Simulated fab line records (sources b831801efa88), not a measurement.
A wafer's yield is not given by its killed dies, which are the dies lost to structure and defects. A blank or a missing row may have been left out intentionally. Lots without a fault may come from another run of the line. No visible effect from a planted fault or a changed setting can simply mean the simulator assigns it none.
2 desks, one fault + flow sky130 + each desk holds nothing but its own numbers, with what lay behind them at the end

## FROM THE METROLOGY DESK
What the gauges read, lot by lot, whatever tool the lot ran on: means of the sampled wafers that have a number. A lot is out of limits, marked OUT, if its mean lies more than 4 standard deviations from the usual mean; the brackets give that distance.
Columns: A = METAL5_ALCU_RS at SKY_METAL5_RS_MEAS_05, usual 0.02693 ohm/sq; B = METAL5_ALCU_THK at SKY_METAL5_THK_MEAS_06, usual 1154 nm
| lot  | first seen here | A                 | B               |
|------|-----------------|-------------------|-----------------|
| L623 | day 43 12:56    | 0.02668           | 1161            |
| L624 | day 43 15:16    | 0.02693           | 1161            |
| L625 | day 44 09:25    | 0.02700           | 1151            |
| L626 | day 44 10:55    | 0.02707           | 1135            |
| L627 | day 44 15:54    | 0.02686           | 1163            |
| L634 | day 46 13:01    | 0.03241 (+19) OUT | 1005 (-9.9) OUT |
| L635 | day 46 19:33    | 0.02694           | 1160            |
| L642 | day 48 00:31    | 0.02740           | 1140            |
| L643 | day 48 10:14    | 0.02686           | 1164            |
This desk finds L634 out of limits, with the earliest case on L634 at day 46 13:01 (METAL5_ALCU_RS at SKY_METAL5_RS_MEAS_05). L623, L624, L625, L626, L627, L635, L642, L643: within limits.

## TOOL OWNER'S DESK, pvd-sputter-02
The tool's own readings at SKY_METAL5_SPUTTER_02 (material AlCu, target thk 1150 nm, time 61.2 s): means of the sampled wafers that have a number, for each lot that ran on this tool. A lot is out of limits, marked OUT, if its mean lies more than 4 standard deviations from the usual mean; the brackets give that distance.
Columns: A = throttle-valve-pct at SKY_METAL5_SPUTTER_02, usual 30.2 %
| lot  | first seen here | A    |
|------|-----------------|------|
| L624 | day 43 15:09    | 31.0 |
| L625 | day 44 09:16    | 30.0 |
| L626 | day 44 10:48    | 29.9 |
| L634 | day 46 12:54    | 30.7 |
Result from this desk: across the 4 lots, nothing is out of limits.

## BROUGHT TOGETHER
The metrology desk could have raised an alarm at day 46 13:01, on L634.
The desk of the tool owner found nothing out of limits.
Tool owner's desk: L634 on record, inside its limits.
SKY_METAL5_SPUTTER_02 was run on pvd-sputter-02 by each of the lots named.

## WHAT THE SIMULATOR PUT IN
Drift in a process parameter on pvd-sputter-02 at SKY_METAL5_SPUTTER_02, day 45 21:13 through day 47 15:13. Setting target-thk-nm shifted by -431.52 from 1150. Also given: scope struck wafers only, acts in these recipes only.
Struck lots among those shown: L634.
Hours from the fault's start to each desk's first reading out of limits: the metrology desk, 16.
